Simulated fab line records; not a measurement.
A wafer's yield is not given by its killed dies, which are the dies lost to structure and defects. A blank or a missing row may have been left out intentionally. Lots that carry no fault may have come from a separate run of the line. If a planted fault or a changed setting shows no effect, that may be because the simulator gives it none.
Comparing a struck lot with a sound one	flow sky130	44 out of 708 route steps
Sound: the wafers L718.2, L718.5, L718.6. Wafers struck: L720.1, L720.4, L720.5. At the end, the cause is stated.
For every step that has rows: the tool of each side, followed by ch and its chambers, followed by its first start. Under that, the readings that differ: sound wafers	struck wafers	difference of the means	sigmas: that difference in standard deviations of wafers without a fault.
alike: same words and numbers on both sides, and readings whose means sit less than 2 such deviations apart. not compared: any withheld reading, any reading some wafer has no value for, any bound like >300 that may hide the same value, and any number with overlapping values for which the record gives no deviation.
The two part at a step that has a row with sigmas, a row that says differs or no value, or rows on one side only. Numbers that have no deviation but don't overlap get no sigmas and don't part them. Lack of a reading on every wafer of one side parts them only where that side has two or more wafers.

first, 1 step without rows for these wafers: SKY_VIA2_ETCH_15 (etches SiO2 in C4F8/O2/Ar, stops on TiN, target depth 546 nm, time 84 s).
SKY_VIA2_STRIP_16: strips in O2/N2.
  sound on plasma-asher-02 ch 0,1, day 39 12:52; struck on plasma-asher-04 ch 0, day 40 00:08
  alike: drypump-motor-current-A, oes-product-au, strip-time-to-endpoint-s
  not compared: rf-hours-counter-h
then, 3 steps without rows for these wafers: SKY_VIA2_STRIP_17 (strips in post etch residue remover, time 1200 s); SKY_VIA2_CLEAN_18 (cleans in IPA, time 180 s); SKY_VIA2_CLEAN_19 (cleans in O3/DIW).
SKY_VIA2_SPUTTER_20: material TiN, target thk 20 nm, time 80 s.
  struck on pvd-sputter-03, day 40 00:44; sound on pvd-sputter-01, day 39 13:28
  alike: chamber-pressure-pa, throttle-valve-pct
then, 1 step without rows for these wafers: SKY_VIA2_CVD_21 (deposits W, target thk 420 nm, time 126.4 s).
SKY_VIA2_RS_MEAS_22: measurement is done with a four-point probe.
  struck on film-metro-01, day 40 00:55; sound on film-metro-03, day 39 13:41
  alike: VIA2_W_RS
SKY_VIA2_THK_MEAS_23: measures by xrf.
  struck on film-metro-01, day 40 01:02; sound on film-metro-03, day 39 13:47
  alike: VIA2_W_THK
SKY_VIA2_CMP_24: polishes, stops on SiO2, t overpolish 20 s, target thk 0 nm.
  sound on cmp-02 ch 1,2, day 39 13:50; struck on cmp-01 ch 0,2,3, day 40 01:12
reading	sound	struck	difference	sigmas
time-to-endpoint-s (s)	96 98 92	107 101 109	+10	+2
  alike: head-pressure-psi, motor-current-A, overpolish-run-s, slurry-flow-ml-min
SKY_METAL3_SPUTTER_00: material Ti, target thk 15 nm, time 10 s.
  struck on pvd-sputter-02, day 40 01:24; sound on pvd-sputter-02, day 39 14:08
  alike: chamber-pressure-pa, throttle-valve-pct
then, 1 step without rows for these wafers: SKY_METAL3_SPUTTER_01 (material TiN, target thk 20 nm, time 16.7 s).
SKY_METAL3_SPUTTER_02: material AlCu, target thk 735 nm, time 39.1 s.
  struck on pvd-sputter-02, day 40 01:27; sound on pvd-sputter-02, day 39 14:11
reading	sound	struck	difference	sigmas
chamber-pressure-pa (Pa)	0.4004 0.4002 0.4003	0.4954 0.4962 0.4961	+0.0956	+99 or more
throttle-valve-pct (%)	29.4 29.4 29.5	26.5 26.2 27.2	-2.8	-3
model.AlCu_of_METAL3_SPUTTER_02.thk-nm (nm)	739.5 737.2 729.4	694.8 699.2 705.1	-35.7	
then, 2 steps without rows for these wafers: SKY_METAL3_SPUTTER_03 (material Ti, target thk 5 nm, time 3.3 s); SKY_METAL3_SPUTTER_04 (material TiN, target thk 70 nm, time 58.3 s).
SKY_CAPM_CVD_00: deposits SiO2, target thk 15.5 nm.
  sound on pecvd-04 ch 0,1,2, day 39 14:17; struck on pecvd-02 ch 0,2, day 40 01:33
reading	sound	struck	difference	sigmas
heater-power-w (W)	924 853 919	667 519 657	-284	-3
SKY_CAPM_THK_MEAS_01:
  struck on film-metro-03, day 40 01:35; sound on film-metro-03, day 39 14:19
  alike: CAPM_CVD_00_THK
then, 1 step without rows for these wafers: SKY_CAPM_SPUTTER_02 (material TiN, target thk 200 nm, time 166.7 s).
SKY_CAPM_RS_MEAS_03: measurement is done with a four-point probe.
  struck on film-metro-01, day 40 01:44; sound on film-metro-03, day 39 14:30
  alike: CAPM_TIN_RS
SKY_CAPM_THK_MEAS_04: measures by xrf.
  struck on film-metro-01, day 40 01:52; sound on film-metro-03, day 39 14:37
  alike: CAPM_TIN_THK
then, 7 steps without rows for these wafers: SKY_CAPM_DEHYDRATE_05 (time 60 s); SKY_CAPM_HMDS_06 (prime time 60 s); SKY_CAPM_COAT_07 (resist thk 1140 nm); SKY_CAPM_SOFTBAKE_08 (time 60 s); SKY_CAPM_EXPOSE_09 (exposes mask CAPM, target cd 1000 nm); SKY_CAPM_PEB_10; SKY_CAPM_DEVELOP_11 (develop time 60 s).
SKY_CAPM_OVL_MEAS_12:
  struck on overlay-01, day 41 02:58; sound on overlay-01, day 40 15:49
  alike: CAPM_OVL
then, 13 steps without rows for these wafers: SKY_CAPM_METAL_ETCH_13 (etches TiN in Cl2/BCl3, stops on SiO2, target depth 220 nm, time 62.9 s); SKY_CAPM_STRIP_14 (strips in O2/N2); SKY_CAPM_STRIP_15 (strips in post etch residue remover, time 1200 s); SKY_CAPM_CLEAN_16 (cleans in IPA, time 180 s); SKY_CAPM_CLEAN_17 (cleans in O3/DIW); SKY_METAL3_DEHYDRATE_05 (time 60 s); SKY_METAL3_HMDS_06 (prime time 60 s); SKY_METAL3_COAT_07 (resist thk 60 nm); SKY_METAL3_COAT_08 (resist thk 1140 nm); SKY_METAL3_SOFTBAKE_09 (time 90 s); SKY_METAL3_EXPOSE_10 (exposes mask MM3, target cd 300 nm); SKY_METAL3_PEB_11; SKY_METAL3_DEVELOP_12 (develop time 60 s).
SKY_METAL3_CD_MEAS_13 targets a cd of 300 nm.
  struck on cd-sem-01, day 42 03:18; sound on cd-sem-01, day 41 16:36
  alike: cd-nm
SKY_METAL3_METAL_ETCH_18: etches the open film in Cl2/BCl3, stops on SiO2, target depth 845 nm, time 183.1 s.
  sound on rie-metal-04 ch 0,1, day 41 16:53; struck on rie-metal-02 ch 0, day 42 03:36
reading	sound	struck	difference	sigmas
oes-product-au (a.u.)	0.870 0.868 0.860	0.845 0.847 0.849	-0.019	-3
model.METAL3.feature-depth-nm (nm)	869.6 866.6 858.2	824.2 828.4 835.1	-35.6	
model.etch.depth-nm (nm)	869.6 866.6 858.2	824.2 828.4 835.1	-35.6	
  alike: drypump-motor-current-A, throttle-valve-pct
  not compared: rf-hours-counter-h
-- the record jumps here: 7 days lie between the struck wafers' starts before and after (it left off in module METAL3 and takes up again in module PAD_OPEN, whose first step shown is number 708 of the route) --
SKY_PAD_OPEN_PROBE_99:
  struck on prober-01, day 48 22:39; sound on prober-01, day 48 15:13
reading	sound	struck	difference	sigmas
model.etest.met3.line-ohm-um	0.145 0.1413 0.1426	0.1499 0.1533 0.15	+0.0081	
model.etest.met3.rs-ohm-sq	0.04243 0.04213 0.04301	0.04488 0.04512 0.04461	+0.00235	
  alike: defect-limited-yield, killed_at_M0_to_M3, killed_at_M4_up, killed-at-contacts, killed-at-front-end, killed-at-other, killed-dies, killed-open, killed-short, sort_bin_3_pad_short, sort_bin_5_function, sort_bin_6_memory, sort-n-pass, sort-yield-pct

== WHERE THEY PART ==
First at SKY_VIA2_CMP_24; last, within this record, at SKY_METAL3_METAL_ETCH_18. Later steps at which nothing parts them and some readings are alike: SKY_PAD_OPEN_PROBE_99.

WHY: what had been put in by the simulator
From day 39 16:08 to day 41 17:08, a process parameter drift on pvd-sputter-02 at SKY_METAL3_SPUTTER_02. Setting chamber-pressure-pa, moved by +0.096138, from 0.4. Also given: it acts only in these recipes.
